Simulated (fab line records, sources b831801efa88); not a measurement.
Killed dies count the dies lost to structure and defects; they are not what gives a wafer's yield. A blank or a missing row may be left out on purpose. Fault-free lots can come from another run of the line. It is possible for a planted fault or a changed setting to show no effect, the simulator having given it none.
Which tool did it? / flow gf180mcu / 12 lots with 36 wafers sampled at 7 steps, on a route of 602 steps

== WHAT THE GAUGES READ, wafer by wafer ==
GF_VT_IMPLANT_OVL_MEAS_40.
lot=L831; measured=day 7 12:46; on=overlay-01; VT_IMPLANT_03_OVL (nm)=-0.2 1.6 0.6
lot=L832; measured=day 7 19:59; on=overlay-02; VT_IMPLANT_03_OVL (nm)=1.3 -1.6 1.1
lot=L836; measured=day 8 23:04; on=overlay-02; VT_IMPLANT_03_OVL (nm)=-0.1 1.5 0.5
lot=L838; measured=day 9 14:01; on=overlay-01; VT_IMPLANT_03_OVL (nm)=2.6 2.1 2.7
lot=L840; measured=day 10 00:25; on=overlay-02; VT_IMPLANT_03_OVL (nm)=-1.5 -0.4 0.6
lot=L841; measured=day 10 10:34; on=overlay-01; VT_IMPLANT_03_OVL (nm)=1.6 -0.7 1.2
lot=L847; measured=day 12 02:25; on=overlay-01; VT_IMPLANT_03_OVL (nm)=3.0 3.6 4.5
lot=L848; measured=day 12 09:44; on=overlay-01; VT_IMPLANT_03_OVL (nm)=0.4 1.9 2.2
lot=L849; measured=day 12 15:38; on=overlay-02; VT_IMPLANT_03_OVL (nm)=2.2 0.7 1.8
lot=L851; measured=day 13 03:49; on=overlay-02; VT_IMPLANT_03_OVL (nm)=0.8 1.1 -0.2
lot=L852; measured=day 13 11:13; on=overlay-01; VT_IMPLANT_03_OVL (nm)=2.0 0.5 1.9
lot=L854; measured=day 14 02:46; on=overlay-01; VT_IMPLANT_03_OVL (nm)=0.6 1.3 3.5

GF_POLY_GATE_THK_MEAS_01.
lot=L831; measured=day 8 11:25; on=film-metro-02; POLY_GATE_CVD_00_THK (nm)=202.2 201.6 201.8
lot=L832; measured=day 8 21:53; on=film-metro-02; POLY_GATE_CVD_00_THK (nm)=199.5 200.5 200.1
lot=L836; measured=day 10 00:11; on=film-metro-02; POLY_GATE_CVD_00_THK (nm)=200.2 199.4 198.7
lot=L838; measured=day 10 14:33; on=film-metro-03; POLY_GATE_CVD_00_THK (nm)=200.5 199.6 199.5
lot=L840; measured=day 11 00:55; on=film-metro-03; POLY_GATE_CVD_00_THK (nm)=198.6 200.6 200.4
lot=L841; measured=day 11 10:54; on=film-metro-01; POLY_GATE_CVD_00_THK (nm)=199.7 200.4 200.9
lot=L847; measured=day 13 06:41; on=film-metro-02; POLY_GATE_CVD_00_THK (nm)=196.8 197.4 196.4
lot=L848; measured=day 13 14:42; on=film-metro-02; POLY_GATE_CVD_00_THK (nm)=199.6 200.3 201.6
lot=L849; measured=day 13 23:23; on=film-metro-03; POLY_GATE_CVD_00_THK (nm)=197.4 198.6 198.7
lot=L851; measured=day 14 07:58; on=film-metro-03; POLY_GATE_CVD_00_THK (nm)=201.8 201.9 200.2
lot=L852; measured=day 14 15:01; on=film-metro-02; POLY_GATE_CVD_00_THK (nm)=200.9 201.5 201.5
lot=L854; measured=day 15 06:27; on=film-metro-02; POLY_GATE_CVD_00_THK (nm)=199.5 198.5 201.3

GF_POLY_GATE_CD_MEAS_10 targets a cd of 280 nm.
lot=L831; measured=day 9 03:41; on=cd-sem-02; cd-nm (nm)=280.8 279.3 280.6
lot=L832; measured=day 9 15:40; on=cd-sem-02; cd-nm (nm)=281.8 280.7 281.3
lot=L836; measured=day 10 18:28; on=cd-sem-02; cd-nm (nm)=279.3 279.6 279.1
lot=L838; measured=day 11 09:26; on=cd-sem-02; cd-nm (nm)=280.8 281.2 280.5
lot=L840; measured=day 11 19:31; on=cd-sem-01; cd-nm (nm)=280.8 281.1 279.4
lot=L841; measured=day 12 05:26; on=cd-sem-01; cd-nm (nm)=281.1 281.4 281.4
lot=L847; measured=day 14 03:38; on=cd-sem-01; cd-nm (nm)=280.2 280.2 280.6
lot=L848; measured=day 14 11:08; on=cd-sem-01; cd-nm (nm)=279.8 279.2 279.8
lot=L849; measured=day 14 20:11; on=cd-sem-02; cd-nm (nm)=279.1 280.8 279.4
lot=L851; measured=day 15 05:08; on=cd-sem-02; cd-nm (nm)=279.1 277.5 279.1
lot=L852; measured=day 15 12:22; on=cd-sem-02; cd-nm (nm)=278.6 277.1 277.9
lot=L854; measured=day 16 04:11; on=cd-sem-02; cd-nm (nm)=280.2 280.5 280.6

GF_HV_LDD_CD_MEAS_07 targets a cd of 400 nm.
lot=L831; measured=day 9 23:59; on=cd-sem-02; cd-nm (nm)=397.7 396.0 398.9
lot=L832; measured=day 10 11:40; on=cd-sem-02; cd-nm (nm)=398.6 398.9 401.0
lot=L836; measured=day 11 15:41; on=cd-sem-02; cd-nm (nm)=399.3 398.6 398.1
lot=L838; measured=day 12 06:08; on=cd-sem-02; cd-nm (nm)=396.7 398.2 397.7
lot=L840; measured=day 12 16:29; on=cd-sem-01; cd-nm (nm)=- - -
lot=L841; measured=day 13 04:47; on=cd-sem-01; cd-nm (nm)=401.6 400.7 401.1
lot=L847; measured=day 15 05:02; on=cd-sem-01; cd-nm (nm)=399.8 399.5 398.3
lot=L848; measured=day 15 10:24; on=cd-sem-01; cd-nm (nm)=397.6 398.5 399.0
lot=L849; measured=day 15 18:58; on=cd-sem-02; cd-nm (nm)=399.3 400.0 399.5
lot=L851; measured=day 16 04:28; on=cd-sem-01; cd-nm (nm)=400.1 398.6 399.9
lot=L852; measured=day 16 11:57; on=cd-sem-02; cd-nm (nm)=401.1 399.3 400.0
lot=L854; measured=day 17 04:37; on=cd-sem-02; cd-nm (nm)=400.6 399.3 398.5

GF_HV_LDD_TW_MEAS_11.
lot=L831; measured=day 10 00:22; on=film-metro-01; HV_LDD_TW=2380 2370 2364
lot=L832; measured=day 10 12:04; on=film-metro-04; HV_LDD_TW=2428 2406 2418
lot=L836; measured=day 11 16:06; on=film-metro-02; HV_LDD_TW=2395 2389 2389
lot=L838; measured=day 12 06:31; on=film-metro-04; HV_LDD_TW=2399 2392 2397
lot=L840; measured=day 12 16:54; on=film-metro-01; HV_LDD_TW=30 30 30
lot=L841; measured=day 13 05:11; on=film-metro-02; HV_LDD_TW=2393 2395 2397
lot=L847; measured=day 15 05:26; on=film-metro-04; HV_LDD_TW=2411 2427 2411
lot=L848; measured=day 15 10:49; on=film-metro-02; HV_LDD_TW=2397 2395 2388
lot=L849; measured=day 15 19:22; on=film-metro-04; HV_LDD_TW=2426 2418 2411
lot=L851; measured=day 16 04:52; on=film-metro-01; HV_LDD_TW=2376 2391 2372
lot=L852; measured=day 16 12:21; on=film-metro-01; HV_LDD_TW=2392 2382 2380
lot=L854; measured=day 17 05:01; on=film-metro-04; HV_LDD_TW=2414 2424 2411

GF_HV_LDD_TW_MEAS_23.
lot=L831; measured=day 10 19:04; on=film-metro-01; HV_LDD_2_TW=1046 1045 1044
lot=L832; measured=day 11 06:38; on=film-metro-04; HV_LDD_2_TW=1055 1061 1060
lot=L836; measured=day 12 11:16; on=film-metro-01; HV_LDD_2_TW=1048 1050 1052
lot=L838; measured=day 13 01:43; on=film-metro-04; HV_LDD_2_TW=1064 1058 1063
lot=L840; measured=day 13 12:48; on=film-metro-01; HV_LDD_2_TW=2414 2424 2413
lot=L841; measured=day 14 01:26; on=film-metro-02; HV_LDD_2_TW=1050 1048 1051
lot=L847; measured=day 16 03:19; on=film-metro-04; HV_LDD_2_TW=1052 1050 1053
lot=L848; measured=day 16 08:44; on=film-metro-04; HV_LDD_2_TW=1055 1044 1057
lot=L849; measured=day 16 17:43; on=film-metro-02; HV_LDD_2_TW=1047 1046 1053
lot=L851; measured=day 17 03:55; on=film-metro-04; HV_LDD_2_TW=1061 1058 1058
lot=L852; measured=day 17 11:55; on=film-metro-01; HV_LDD_2_TW=1036 1042 1051
lot=L854; measured=day 18 04:36; on=film-metro-02; HV_LDD_2_TW=1055 1058 1050

== TOOL THAT RAN EACH LOT (tool first, then ch and the chambers of the sampled wafers, then the start) ==
lot=L831; GF_HV_LDD_EXPOSE_04=iline-stepper-02 ch 0, day 9 15:07
lot=L832; GF_HV_LDD_EXPOSE_04=iline-stepper-02 ch 0, day 10 03:10
lot=L836; GF_HV_LDD_EXPOSE_04=iline-stepper-01 ch 0, day 11 06:32
lot=L838; GF_HV_LDD_EXPOSE_04=iline-stepper-01 ch 0, day 11 21:00
lot=L840; GF_HV_LDD_EXPOSE_04=iline-stepper-01 ch 0, day 12 07:08
lot=L841; GF_HV_LDD_EXPOSE_04=iline-stepper-01 ch 0, day 12 19:06
lot=L847; GF_HV_LDD_EXPOSE_04=iline-stepper-02 ch 0, day 14 18:14
lot=L848; GF_HV_LDD_EXPOSE_04=iline-stepper-01 ch 0, day 14 23:38
lot=L849; GF_HV_LDD_EXPOSE_04=iline-stepper-02 ch 0, day 15 08:27
lot=L851; GF_HV_LDD_EXPOSE_04=iline-stepper-02 ch 0, day 15 17:49
lot=L852; GF_HV_LDD_EXPOSE_04=iline-stepper-01 ch 0, day 16 01:29
lot=L854; GF_HV_LDD_EXPOSE_04=iline-stepper-01 ch 0, day 16 17:29
- GF_HV_LDD_EXPOSE_04: exposes mask Nplus LV AREA, target cd 400 nm.

== WHAT THE TOOLS THEMSELVES READ (means of the sampled wafers that have a number; where no wafer has one, the mark that the record gives instead) ==
GF_HV_LDD_EXPOSE_04.
lot=L831; tool=iline-stepper-02; exposure-dose-mJ-cm2=140.17; focus-offset-nm (nm)=0.3; stage-vel-mm-s (mm/s)=499.98
lot=L832; tool=iline-stepper-02; exposure-dose-mJ-cm2=139.81; focus-offset-nm (nm)=-0.3; stage-vel-mm-s (mm/s)=500.04
lot=L836; tool=iline-stepper-01; exposure-dose-mJ-cm2=139.98; focus-offset-nm (nm)=0.5; stage-vel-mm-s (mm/s)=500.12
lot=L838; tool=iline-stepper-01; exposure-dose-mJ-cm2=139.90; focus-offset-nm (nm)=-0.4; stage-vel-mm-s (mm/s)=499.91
lot=L840; tool=iline-stepper-01; exposure-dose-mJ-cm2=140.11; focus-offset-nm (nm)=-0.3; stage-vel-mm-s (mm/s)=500.34
lot=L841; tool=iline-stepper-01; exposure-dose-mJ-cm2=139.93; focus-offset-nm (nm)=-0.7; stage-vel-mm-s (mm/s)=500.05
lot=L847; tool=iline-stepper-02; exposure-dose-mJ-cm2=139.99; focus-offset-nm (nm)=-0.5; stage-vel-mm-s (mm/s)=499.61
lot=L848; tool=iline-stepper-01; exposure-dose-mJ-cm2=139.86; focus-offset-nm (nm)=0.5; stage-vel-mm-s (mm/s)=500.16
lot=L849; tool=iline-stepper-02; exposure-dose-mJ-cm2=139.88; focus-offset-nm (nm)=0.2; stage-vel-mm-s (mm/s)=500.13
lot=L851; tool=iline-stepper-02; exposure-dose-mJ-cm2=140.12; focus-offset-nm (nm)=0.0; stage-vel-mm-s (mm/s)=499.83
lot=L852; tool=iline-stepper-01; exposure-dose-mJ-cm2=139.88; focus-offset-nm (nm)=0.1; stage-vel-mm-s (mm/s)=499.94
lot=L854; tool=iline-stepper-01; exposure-dose-mJ-cm2=139.97; focus-offset-nm (nm)=-0.1; stage-vel-mm-s (mm/s)=500.04

== THE ANSWER, worked out from the rows above alone ==
Rule: what is usual is taken from the lots themselves. The widest of any qualifying gaps counts: lots, ordered by their means at a reading, are off when they make up no more than a third of the lots, leave a main group of 4 or more, and stand apart from it by 3 or more times the standard deviation of that group's means. If all means in a main group match to the digits the tables above print for the reading, that group is not used. Also off: a lot with no number at a reading for which 4 or more lots have one. All remaining lots with rows at the step are treated as sound. After the gauges, taken in route order, come the tools' own readings; for these a lot's mean is taken, as printed above. At the first step where some lot is off, the reading lying furthest off is the one used; lots without a number count as furthest.
Off: L840, at GF_HV_LDD_CD_MEAS_07 (cd-nm). Without a number there: L840. The main group: mean 399.2 nm, standard deviation 1.
If a tool, at a process step before that reading, ran all the lots that are off and no sound lot after the first of them, it fits. Not tried: the gauges at GF_HV_LDD_CD_MEAS_07; whatever is off there is also off at GF_HV_LDD_TW_MEAS_11, on other tools, and gauge error can't account for it. None of those tried fits.

== WHAT HAD BEEN PUT IN BY THE SIMULATOR ==
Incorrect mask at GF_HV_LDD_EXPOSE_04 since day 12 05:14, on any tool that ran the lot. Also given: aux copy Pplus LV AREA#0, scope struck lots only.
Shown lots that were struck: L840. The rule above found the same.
